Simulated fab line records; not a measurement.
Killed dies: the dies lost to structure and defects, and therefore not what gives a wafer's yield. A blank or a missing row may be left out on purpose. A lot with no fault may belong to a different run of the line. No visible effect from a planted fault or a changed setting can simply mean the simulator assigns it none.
Which tool did it? | flow gf180mcu | 36 wafers from 12 lots sampled at 5 of the route's 602 steps

== WHAT THE GAUGES READ, wafer by wafer ==
GF_POLY_GATE_THK_MEAS_01.
lot  | measured     | on            | POLY_GATE_CVD_00_THK (nm)
L877 | day 8 14:45  | film metro-02 | 201.5 202.0 202.0
L881 | day 9 16:53  | film metro-02 | 197.8 200.5 197.4
L885 | day 10 20:28 | film metro-01 | 200.9 200.0 200.4
L887 | day 11 14:26 | film metro-02 | 201.7 200.9 201.9
L888 | day 12 03:31 | film metro-04 | 202.1 205.3 203.5
L891 | day 13 02:59 | film metro-02 | 198.9 197.6 197.2
L893 | day 13 07:52 | film metro-04 | 199.4 200.8 200.1
L894 | day 13 23:06 | film metro-01 | 198.2 199.1 201.3
L896 | day 14 04:32 | film metro-04 | 199.4 198.6 200.4
L898 | day 14 18:19 | film metro-01 | 199.4 199.3 199.0
L899 | day 15 05:59 | film metro-04 | 202.5 201.4 202.9
L900 | day 15 09:35 | film metro-04 | 202.4 202.2 200.6

GF_POLY_GATE_CD_MEAS_10: target cd 280 nm.
lot  | measured     | on        | cd nm (nm)
L877 | day 9 07:28  | cd sem-02 | 282.8 281.4 281.7
L881 | day 10 10:47 | cd sem-01 | 279.9 279.8 278.7
L885 | day 11 14:29 | cd sem-02 | 280.9 280.2 279.6
L887 | day 12 09:02 | cd sem-02 | 281.1 279.9 279.6
L888 | day 12 22:43 | cd sem-02 | 280.4 281.3 281.7
L891 | day 13 23:49 | cd sem-01 | 279.7 280.7 279.9
L893 | day 14 04:28 | cd sem-01 | 279.5 279.2 279.5
L894 | day 14 20:17 | cd sem-02 | 280.0 280.2 278.9
L896 | day 15 01:56 | cd sem-01 | 279.2 280.8 281.6
L898 | day 15 16:30 | cd sem-02 | 280.4 278.3 279.1
L899 | day 16 04:21 | cd sem-02 | 282.0 281.8 281.6
L900 | day 16 07:50 | cd sem-01 | 281.3 282.0 280.9

GF_HV_LDD_CD_MEAS_19: target cd 400 nm.
lot  | measured     | on        | cd nm (nm)
L877 | day 10 20:47 | cd sem-01 | 403.3 402.5 404.6
L881 | day 12 03:41 | cd sem-01 | 400.6 400.6 401.7
L885 | day 13 16:32 | cd sem-01 | 405.0 406.7 407.5
L887 | day 14 03:58 | cd sem-02 | 409.7 408.4 409.2
L888 | day 14 18:52 | cd sem-01 | 403.5 402.6 403.7
L891 | day 15 21:48 | cd sem-02 | 395.4 398.4 395.5
L893 | day 16 01:03 | cd sem-02 | 401.3 396.5 397.0
L894 | day 16 20:02 | cd sem-01 | 400.2 401.2 401.8
L896 | day 17 01:30 | cd sem-02 | 395.0 396.1 396.7
L898 | day 17 16:39 | cd sem-02 | 400.4 399.7 397.3
L899 | day 18 05:11 | cd sem-01 | 400.5 399.4 399.6
L900 | day 18 09:44 | cd sem-02 | 399.4 400.4 399.3

== WHAT TOOL EACH LOT RAN ON (gives the tool, then ch and the chambers of the sampled wafers, and finally the start) ==
lot  | GF_POLY_GATE_ETCH_13             | GF_HV_LDD_COAT_14
L877 | rie si-02 ch 2,3, day 9 07:39    | litho track-02 ch 0, day 10 11:59
L881 | rie si-02 ch 0,1,3, day 10 10:58 | litho track-04 ch 0, day 11 18:34
L885 | rie si-01 ch 1,2, day 11 14:41   | litho track-02 ch 0, day 13 05:49
L887 | rie si-02 ch 1,2,3, day 12 09:11 | litho track-02 ch 0, day 13 17:19
L888 | rie si-01 ch 1,3, day 12 22:54   | litho track-04 ch 0, day 14 07:40
L891 | rie si-01 ch 0,1,3, day 14 00:00 | litho track-04 ch 0, day 15 10:04
L893 | rie si-01 ch 0,2, day 14 04:39   | litho track-04 ch 0, day 15 14:13
L894 | rie si-02 ch 0,1,2, day 14 20:29 | litho track-04 ch 0, day 16 08:11
L896 | rie si-02 ch 1,2,3, day 15 02:09 | litho track-02 ch 0, day 16 13:51
L898 | rie si-01 ch 1,3, day 15 16:41   | litho track-02 ch 0, day 17 04:14
L899 | rie si-02 ch 0,1,3, day 16 04:31 | litho track-03 ch 0, day 17 16:59
L900 | rie si-02 ch 0,1,2, day 16 08:02 | litho track-04 ch 0, day 17 21:38
- GF_POLY_GATE_ETCH_13: etches poly-Si in HBr/Cl2, stops on SiO2, target depth 198.5 nm, time 69.6 s.
- GF_HV_LDD_COAT_14: resist thk 1000 nm.

== WHAT THE TOOLS THEMSELVES READ (means of the sampled wafers that have a number; where no wafer has one, the mark that the record gives instead) ==
GF_POLY_GATE_ETCH_13.
lot  | tool      | drypump motor current A (A) | oes product au (a.u.) | throttle valve pct (%)
L877 | rie si-02 | 6.0                         | 0.985                 | 33.681
L881 | rie si-02 | 5.4                         | 0.986                 | 33.679
L885 | rie si-01 | 6.1                         | 0.990                 | 33.690
L887 | rie si-02 | 5.7                         | 0.988                 | 33.686
L888 | rie si-01 | 5.8                         | 0.994                 | 33.682
L891 | rie si-01 | 5.7                         | 0.983                 | 33.672
L893 | rie si-01 | 5.9                         | 0.987                 | 33.683
L894 | rie si-02 | 5.6                         | 0.991                 | 33.684
L896 | rie si-02 | 5.7                         | 0.995                 | 33.681
L898 | rie si-01 | 5.6                         | 0.986                 | 33.682
L899 | rie si-02 | 5.4                         | 0.995                 | 33.698
L900 | rie si-02 | 5.6                         | 0.991                 | 33.683

GF_HV_LDD_COAT_14.
lot  | tool           | spin speed rpm (rpm)
L877 | litho track-02 | 3000.1
L881 | litho track-04 | 3001.6
L885 | litho track-02 | 3375.2
L887 | litho track-02 | 3377.9
L888 | litho track-04 | 2999.8
L891 | litho track-04 | 3003.5
L893 | litho track-04 | 3001.8
L894 | litho track-04 | 2999.0
L896 | litho track-02 | 3001.6
L898 | litho track-02 | 2998.8
L899 | litho track-03 | 3000.5
L900 | litho track-04 | 3001.1

== THE ANSWER, worked out from the rows above alone ==
Rule: usual is defined by the lots themselves. The widest of any qualifying gaps counts: lots, ordered by their means at a reading, are off when they make up no more than a third of the lots, leave a main group of 4 or more, and stand apart from it by 3 or more times the standard deviation of that group's means. The tables above print the reading to a certain number of digits; a main group whose means all agree to those digits is not used. A lot without any number at a reading at which 4 lots or more have one is off too. All remaining lots with rows at the step are treated as sound. The gauges are gone through in route order, then the tools' own readings, and for those a lot's mean is taken as printed above. At the first step where some lot is off, the reading lying furthest off is the one used; lots without a number count as furthest.
Off: L885, L887 (GF_HV_LDD_COAT_14, spin speed rpm). Main group: mean 3000.8 rpm, sd 1.4.
A tool fits if, at that step or a process step before it, it ran every lot that is off, and no sound lot after the first of them. Of those tried, none fits.

== WHAT THE SIMULATOR HAD PUT IN ==
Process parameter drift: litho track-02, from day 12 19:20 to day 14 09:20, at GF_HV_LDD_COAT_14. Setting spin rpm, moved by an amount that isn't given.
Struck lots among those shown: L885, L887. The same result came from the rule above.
